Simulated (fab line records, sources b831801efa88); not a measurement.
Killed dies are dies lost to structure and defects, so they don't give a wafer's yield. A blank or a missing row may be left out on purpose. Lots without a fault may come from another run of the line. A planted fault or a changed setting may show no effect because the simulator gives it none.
One fault seen from 2 desks | flow sky130 | each desk has only its own numbers; what lay behind them comes last

THE TOOL OWNER'S DESK: wet_bench-03
The tool's own readings at SKY_SONOS_ONO_WET_ETCH_16 (etches SiO2 in dHF, target depth 14 nm, time 280 s): means of the sampled wafers that have a number, for each lot that ran on this tool. A lot is out of limits, marked OUT, if its mean lies more than 4 standard deviations from the usual mean; the brackets give that distance.
Columns: A = run_length_s at SKY_SONOS_ONO_WET_ETCH_16, usual 309 s
lot  | first seen here | A
L571 | day 12 17:03    | 313
L575 | day 14 18:06    | 306
L579 | day 15 19:58    | 306
L586 | day 17 18:07    | 307
L588 | day 18 13:42    | 136 (-49) OUT
L590 | day 19 10:34    | 129 (-51) OUT
This desk's finding: out of limits on L588, L590; first on L588, day 18 13:42 (run_length_s at SKY_SONOS_ONO_WET_ETCH_16). In limits: L571, L575, L579, L586.

THE METROLOGY DESK
What the gauges read, lot by lot, whatever tool the lot ran on: means of the sampled wafers that have a number. A lot is out of limits, marked OUT, if its mean lies more than 4 standard deviations from the usual mean; the brackets give that distance.
Columns: A = SONOS_TUNNEL_OVL at SKY_SONOS_TUNNEL_OVL_MEAS_08, usual 0.0 nm; B = SONOS_ONO_CVD_02_THK at SKY_SONOS_ONO_THK_MEAS_03, usual 10.48 nm; C = SONOS_ONO_OVL at SKY_SONOS_ONO_OVL_MEAS_14, usual 0.5 nm
lot  | first seen here | A    | B     | C
L570 | day 11 03:13    | 0.7  | 10.39 | 1.6
L571 | day 11 10:17    | -0.3 | 10.15 | -1.0
L572 | day 11 20:04    | -0.6 | 10.39 | 1.8
L573 | day 12 03:44    | 0.2  | 10.34 | 1.6
L574 | day 13 04:19    | 2.8  | 10.50 | -0.3
L575 | day 13 07:41    | 0.5  | 10.37 | -1.2
L576 | day 13 09:38    | -0.3 | 10.44 | 0.3
L577 | day 13 14:46    | -0.0 | 10.61 | 1.2
L579 | day 14 09:44    | -1.4 | 10.53 | 0.7
L586 | day 16 08:11    | -1.3 | 10.51 | 0.9
L588 | day 17 01:28    | -0.5 | 10.53 | 1.8
L590 | day 17 21:29    | 0.9  | 10.57 | 0.3
L592 | day 18 22:25    | -1.2 | 10.39 | -0.3
L593 | day 18 22:49    | 1.1  | 10.69 | 1.9
This desk's finding: nothing out of limits on any of the 14 lots.

PUT TOGETHER
The tool owner's desk could have raised an alarm at day 18 13:42, on L588, L590.
The metrology desk saw nothing out of limits.
The metrology desk has L588, L590 on record, within its limits.
Of the lots named, all ran SKY_SONOS_ONO_WET_ETCH_16 on wet_bench-03.

WHAT THE SIMULATOR HAD PUT IN
Process parameter drift: wet_bench-03, from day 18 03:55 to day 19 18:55, at SKY_SONOS_ONO_WET_ETCH_16. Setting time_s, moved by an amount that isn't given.
Lots struck among those shown: L588, L590.
Hours from the fault's start to each desk's first reading out of limits: the tool owner's desk, 10.
